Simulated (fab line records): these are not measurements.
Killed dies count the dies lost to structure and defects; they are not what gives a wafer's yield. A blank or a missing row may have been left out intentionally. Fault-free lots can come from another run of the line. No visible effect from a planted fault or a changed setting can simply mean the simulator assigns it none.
Matching of chambers	flow gf180mcu	4 sister chambers for GF_V2_CMP_04 on cmp-01
The step polishes SiO2. 4 wafers are shown with their chamber, then 7 later ones without.

## EACH WAFER AND ITS CHAMBER
wafer	chamber	motor-current-A (A)
L362.1	2	11.8
L369.6	0	10.8
L372.2	3	11.4
L372.5	1	12.6

## WAFERS WITH NO CHAMBER GIVEN
wafer	motor-current-A (A)
L372.6	11.5
L374.2	11.1
L374.3	11.9
L374.5	11.7
L376.3	12.0
L376.5	12.0
L376.6	11.8

## CHAMBER TAKEN BY EACH
wafer	from the rows above	in truth
L372.6	can't be placed: 3 or 2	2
L374.2	can't be placed: 0 or 3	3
L374.3	2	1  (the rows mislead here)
L374.5	can't be placed: 2 or 3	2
L376.3	2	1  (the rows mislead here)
L376.5	2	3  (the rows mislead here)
L376.6	2	2
1 of 7 placed correctly. Cannot be placed on the basis of these rows: 3; the candidates contain the true chamber in 3. Number placed wrongly: 3.
How it was worked out, from the rows above alone: a wafer's distance from a chamber is the root of the sum, over the readings, of the square of ((its reading less the chamber's mean) divided by the reading's scatter). The wafer belongs to the nearest chamber; if the next one is less than 2 further off, it can't be placed. For every chamber, the mean is computed from those of its wafers that are shown. The scatter: with one shown wafer a chamber, the root of the mean of the squares of how far each hidden wafer lies from its nearest shown one.
